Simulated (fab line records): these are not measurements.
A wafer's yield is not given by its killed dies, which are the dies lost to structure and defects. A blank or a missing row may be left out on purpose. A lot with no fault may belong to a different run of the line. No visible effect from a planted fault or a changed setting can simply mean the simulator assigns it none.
2 desks looking at one fault ; flow sfq_line ; only its own numbers are on each desk; what lay behind them is given at the end

## FROM THE METROLOGY DESK
What the gauges read, lot by lot, whatever tool the lot ran on: means of the sampled wafers that have a number. The brackets show how far a lot's mean lies from the usual mean; more than 4 standard deviations puts the lot out of limits, marked OUT.
Columns: A = R5_MONX_RS at SFQ_R5_RS_MEAS_933, usual 7.03 ohm/sq
lot;first seen here;A
L476;day 56 08:10;7.10
L478;day 57 21:26;7.00
L480;day 58 17:51;6.85
L481;day 59 03:41;7.00
L482;day 59 10:39;6.99
L484;day 60 14:13;7.05
L489;day 61 21:07;7.20
L491;day 62 03:29;7.03
L493;day 63 00:21;7.05
L494;day 69 06:14;7.18
L495;day 69 13:53;7.00
L496;day 70 00:14;6.96
L497;day 70 17:18;7.01
This desk's verdict: no lot among the 13 shows anything out of limits.

## AT THE TOOL OWNER'S DESK: pvd_sputter-03
The tool's own readings at SFQ_TRILAYER_R5_DEP_SPUTTER_132 (material Ti, target thk 5 nm, time 5 s): means of the sampled wafers that have a number, for each lot that ran on this tool. The brackets show how far a lot's mean lies from the usual mean; more than 4 standard deviations puts the lot out of limits, marked OUT.
Columns: A = throttle_valve_pct at SFQ_TRILAYER_R5_DEP_SPUTTER_132, usual 29.4 %
lot;first seen here;A
L476;day 56 08:02;29.2
L489;day 61 21:02;29.3
L495;day 69 13:47;29.0
L497;day 70 17:13;29.3
This desk's verdict: no lot among the 4 shows anything out of limits.

## PUT TOGETHER
At the metrology desk, nothing out of limits was observed.
Nothing out of limits was seen by the tool owner's desk.

## WHAT THE SIMULATOR HAD PUT IN
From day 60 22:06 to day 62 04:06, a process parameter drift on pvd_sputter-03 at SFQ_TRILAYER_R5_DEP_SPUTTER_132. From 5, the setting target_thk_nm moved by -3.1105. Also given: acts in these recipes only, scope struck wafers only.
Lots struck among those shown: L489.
